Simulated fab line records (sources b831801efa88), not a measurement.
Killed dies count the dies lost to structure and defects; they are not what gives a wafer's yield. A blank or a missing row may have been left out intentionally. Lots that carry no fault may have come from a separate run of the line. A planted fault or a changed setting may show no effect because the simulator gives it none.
One fault seen from 2 desks ; flow gf180mcu ; every desk sees just its own numbers, and what lay behind them comes last

== METROLOGY DESK ==
What the gauges read for every lot (on any tool): the sampled wafers with a number, averaged. Marked OUT: a lot whose mean sits more than 4 standard deviations from the usual mean, which makes it out of limits; the brackets give that distance.
Columns: A = POLY_GATE_OXIDATION_THK at GF_POLY_GATE_THK_MEAS_17, usual 3.99 nm; B = cd-nm at GF_NSD_CD_MEAS_07, usual 399.9 nm; C = NSD_RS at GF_PSD_RS_MEAS_14, usual 46.15 ohm/sq
lot;first seen here;A;B;C
L355;day 9 07:20;4.03;400.4;46.17
L356;day 9 10:46;3.94;401.9;46.21
L357;day 9 18:20;4.02;399.4;46.08
L359;day 10 03:43;3.89;401.1;46.09
L360;day 10 15:26;3.91;398.3;46.04
L361;day 10 22:13;4.00;398.9;46.12
L369;day 13 11:41;3.93;317.4 (-33) OUT;46.27
L372;day 14 07:24;4.01;399.9;46.15
L373;day 14 17:14;4.15;399.5;46.24
L374;day 14 21:37;4.04;401.2;46.11
L375;day 15 04:50;4.02;397.0;46.23
L376;day 15 13:01;3.94;404.2;46.17
L377;day 15 19:08;3.91;395.1;46.07
This desk's verdict: out of limits on L369, starting with L369 at day 18 07:03 (cd-nm at GF_NSD_CD_MEAS_07). L355, L356, L357, L359, L360, L361, L372, L373, L374, L375, L376, L377 stayed within limits.

== DESK OF THE TOOL OWNER: litho-track-04 ==
The tool's own readings at GF_NSD_DEVELOP_06 (develop time 60 s): means of the sampled wafers that have a number, for each lot that ran on this tool. Marked OUT: a lot whose mean sits more than 4 standard deviations from the usual mean, which makes it out of limits; the brackets give that distance.
Columns: A = resist-line-temp-C at GF_NSD_DEVELOP_06, usual 22.98 C
lot;first seen here;A
L355;day 13 08:32;22.86
L357;day 13 19:51;22.98
L369;day 18 06:54;22.89
This desk found nothing out of limits on any of the 3 lots.

== BROUGHT TOGETHER ==
On L369, the metrology desk was in a position to raise an alarm at day 18 07:03.
Nothing out of limits was seen by the tool owner's desk.
On record at the tool owner's desk: L369, within its limits.
Every lot named ran GF_NSD_DEVELOP_06 on litho-track-04.

== WHAT THE SIMULATOR HAD PUT IN ==
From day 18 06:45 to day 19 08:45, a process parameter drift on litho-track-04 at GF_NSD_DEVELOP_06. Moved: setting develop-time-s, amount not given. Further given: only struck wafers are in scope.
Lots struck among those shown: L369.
Hours from the fault's start to each desk's first reading out of limits: the metrology desk, 0.
